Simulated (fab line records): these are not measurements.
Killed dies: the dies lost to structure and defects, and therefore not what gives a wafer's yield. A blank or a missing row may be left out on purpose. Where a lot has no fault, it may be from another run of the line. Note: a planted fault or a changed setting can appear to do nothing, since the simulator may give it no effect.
One fault seen from 2 desks :: flow sky130 :: only its own numbers are on each desk; what lay behind them is given at the end

## TOOL OWNER'S DESK, iline_stepper-01
The tool's own readings at SKY_VT_ADJUST_PCH_EXPOSE_04 (exposes mask NWM, target cd 840 nm): means of the sampled wafers that have a number, for each lot that ran on this tool. If a lot's mean is further than 4 standard deviations from the usual mean, the lot is out of limits and carries the mark OUT (the distance appears in the brackets).
Columns: A = exposure_dose_mJ_cm2 at SKY_VT_ADJUST_PCH_EXPOSE_04, usual 255.03; B = focus_offset_nm at SKY_VT_ADJUST_PCH_EXPOSE_04, usual 0.0 nm
lot: L987
first seen here: day 10 07:59
A: 255.03
B: 0.4

lot: L991
first seen here: day 11 15:13
A: 255.19
B: -0.1

lot: L994
first seen here: day 12 13:50
A: 255.17
B: 0.5

lot: L995
first seen here: day 13 01:08
A: 254.78
B: 0.6

lot: L999
first seen here: day 13 22:13
A: 254.88
B: 0.1

lot: L101
first seen here: day 14 13:11
A: 254.84
B: -0.5

lot: L108
first seen here: day 16 15:37
A: 255.06
B: 0.0

lot: L109
first seen here: day 16 18:41
A: 254.70
B: -0.7
Finding of this desk: none of the 8 lots has anything out of limits.

## THE METROLOGY DESK
What the gauges read, lot by lot, whatever tool the lot ran on: means of the sampled wafers that have a number. If a lot's mean is further than 4 standard deviations from the usual mean, the lot is out of limits and carries the mark OUT (the distance appears in the brackets).
Columns: A = VT_ADJUST_HVTP_OVL at SKY_VT_ADJUST_HVTP_OVL_MEAS_08, usual -0.1 nm; B = SONOS_TUNNEL_OVL at SKY_SONOS_TUNNEL_OVL_MEAS_08, usual -0.5 nm
lot: L986
first seen here: day 6 05:25
A: 0.1
B: -0.2

lot: L987
first seen here: day 6 10:39
A: 0.3
B: -2.0

lot: L991
first seen here: day 7 12:13
A: 0.3
B: -0.4

lot: L992
first seen here: day 7 17:13
A: 0.1
B: 0.5

lot: L994
first seen here: day 8 06:58
A: -0.9
B: -0.7

lot: L995
first seen here: day 8 16:52
A: -0.1
B: -2.6

lot: L996
first seen here: day 8 17:11
A: 1.0
B: -1.6

lot: L997
first seen here: day 8 23:53
A: -0.9
B: 1.1

lot: L998
first seen here: day 9 06:04
A: -0.9
B: -0.1

lot: L999
first seen here: day 9 12:13
A: 0.5
B: -1.3

lot: L101
first seen here: day 10 01:55
A: -0.8
B: -1.4

lot: L106
first seen here: day 11 08:13
A: -1.4
B: -1.7

lot: L108
first seen here: day 11 21:29
A: -1.9
B: 0.4

lot: L109
first seen here: day 12 00:50
A: -0.8
B: 2.0
Finding of this desk: none of the 14 lots has anything out of limits.

## TAKEN TOGETHER
The tool owner's desk saw nothing out of limits.
From the metrology desk's view, nothing was out of limits.

## WHAT THE SIMULATOR HAD PUT IN
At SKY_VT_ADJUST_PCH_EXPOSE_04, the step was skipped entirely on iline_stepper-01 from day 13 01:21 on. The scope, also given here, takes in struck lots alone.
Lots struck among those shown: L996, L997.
